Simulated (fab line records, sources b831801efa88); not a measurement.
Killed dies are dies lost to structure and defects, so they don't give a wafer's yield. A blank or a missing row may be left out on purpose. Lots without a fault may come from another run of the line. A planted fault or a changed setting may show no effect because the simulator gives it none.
One fault seen from 2 desks | flow sky130 | each desk has only its own numbers; what lay behind them comes last

THE METROLOGY DESK
What the gauges read, lot by lot, whatever tool the lot ran on: means of the sampled wafers that have a number. A lot is out of limits, marked OUT, if its mean lies more than 4 standard deviations from the usual mean; the brackets give that distance.
Columns: A = VIA1_BOW at SKY_VIA1_BOW_MEAS_03, usual 82 um; B = VIA2_HDPCVD_THK at SKY_VIA2_THK_MEAS_01, usual 1184 nm
lot  | first seen here | A  | B
L450 | day 32 18:24    | 88 | 1179
L451 | day 32 21:55    | 83 | 1186
L452 | day 33 03:31    | 83 | 1195
L453 | day 33 20:21    | 85 | 1184
L455 | day 34 14:17    | 84 | 1196
L456 | day 35 03:49    | 76 | 1173
L458 | day 35 15:47    | 80 | 1186
L461 | day 36 12:03    | 85 | 1195
L462 | day 36 16:03    | 73 | 1185
L463 | day 37 07:43    | 76 | 1160
L472 | day 39 14:29    | 80 | 1189
L473 | day 40 09:41    | 81 | 1172
This desk's finding: nothing out of limits on any of the 12 lots.

THE TOOL OWNER'S DESK: rie_metal-04
The tool's own readings at SKY_METAL2_ETCH_18 (etches BARC in N2/H2, stops on SiO2, time 45.9 s, target depth 60 nm): means of the sampled wafers that have a number, for each lot that ran on this tool. A lot is out of limits, marked OUT, if its mean lies more than 4 standard deviations from the usual mean; the brackets give that distance.
Columns: A = bias_w at SKY_METAL2_ETCH_18, usual 100.04 W; B = drypump_motor_current_A at SKY_METAL2_ETCH_18, usual 5.7 A; C = oes_product_au at SKY_METAL2_ETCH_18, usual 0.855 a.u.; D = throttle_valve_pct at SKY_METAL2_ETCH_18, usual 13.224 %
lot  | first seen here | A               | B   | C     | D
L452 | day 35 11:10    | 99.93           | 5.9 | 0.854 | 13.213
L453 | day 36 04:23    | 99.77           | 5.8 | 0.853 | 13.220
L455 | day 36 20:53    | 100.02          | 5.9 | 0.854 | 13.228
L461 | day 38 17:59    | 99.89           | 5.8 | 0.855 | 13.220
L472 | day 41 17:25    | 97.29 (-10) OUT | 5.8 | 0.857 | 13.224
L473 | day 42 11:02    | 97.13 (-11) OUT | 5.9 | 0.853 | 13.224
This desk's finding: out of limits on L472, L473; first on L472, day 41 17:25 (bias_w at SKY_METAL2_ETCH_18). In limits: L452, L453, L455, L461.

PUT TOGETHER
The tool owner's desk could have raised an alarm at day 41 17:25, on L472, L473.
The metrology desk saw nothing out of limits.
The metrology desk has L472, L473 on record, within its limits.
Of the lots named, all ran SKY_METAL2_ETCH_18 on rie_metal-04.

WHAT THE SIMULATOR HAD PUT IN
Process parameter drift: rie_metal-04, from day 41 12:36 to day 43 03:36, at SKY_METAL2_ETCH_18. Setting bias_w, moved by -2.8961, from 100. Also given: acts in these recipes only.
Lots struck among those shown: L472, L473.
Hours from the fault's start to each desk's first reading out of limits: the tool owner's desk, 5.
